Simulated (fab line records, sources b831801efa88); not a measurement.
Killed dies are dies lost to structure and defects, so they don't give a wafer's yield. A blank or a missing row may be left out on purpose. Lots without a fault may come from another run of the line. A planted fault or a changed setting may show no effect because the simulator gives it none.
Which tool did it? | flow gf180mcu | 7 lots, 21 wafers sampled, at 1 step of a route of 602

WHAT THE GAUGES READ, wafer by wafer
GF_M5_CD_MEAS_07: target cd 280 nm.
lot  | measured     | on        | cd_nm (nm)
L656 | day 26 22:13 | cd_sem-01 | 282.3 282.5 282.3
L657 | day 27 05:08 | cd_sem-01 | 280.2 281.7 280.6
L659 | day 28 00:04 | cd_sem-02 | 279.0 278.1 279.5
L663 | day 29 05:01 | cd_sem-02 | 279.4 280.1 279.3
L667 | day 30 11:47 | cd_sem-01 | 280.3 280.7 280.1
L673 | day 32 02:28 | cd_sem-01 | 278.9 277.6 278.9
L677 | day 32 21:02 | cd_sem-01 | 281.3 280.3 279.5

WHICH TOOL RAN EACH LOT (tool, then ch and the chambers of the sampled wafers, then the start)
The record holds no process step before these readings.

THE ANSWER, worked out from the rows above alone
Rule: what is usual is taken from the lots themselves. Put in order of their means at a reading, lots are off if they are a third of the lots or fewer, leave a main group of 4 or more, and stand apart from it by a gap of 3 or more times the standard deviation of the main group's means; of several such gaps the widest counts. A main group whose means are all the same, to the digits that the tables above print for the reading, isn't used. A lot without any number at a reading at which 4 lots or more have one is off too. The other lots that the step has rows for count as sound.
No lot is off at any reading shown: from this, nothing can be told.

WHAT THE SIMULATOR HAD PUT IN
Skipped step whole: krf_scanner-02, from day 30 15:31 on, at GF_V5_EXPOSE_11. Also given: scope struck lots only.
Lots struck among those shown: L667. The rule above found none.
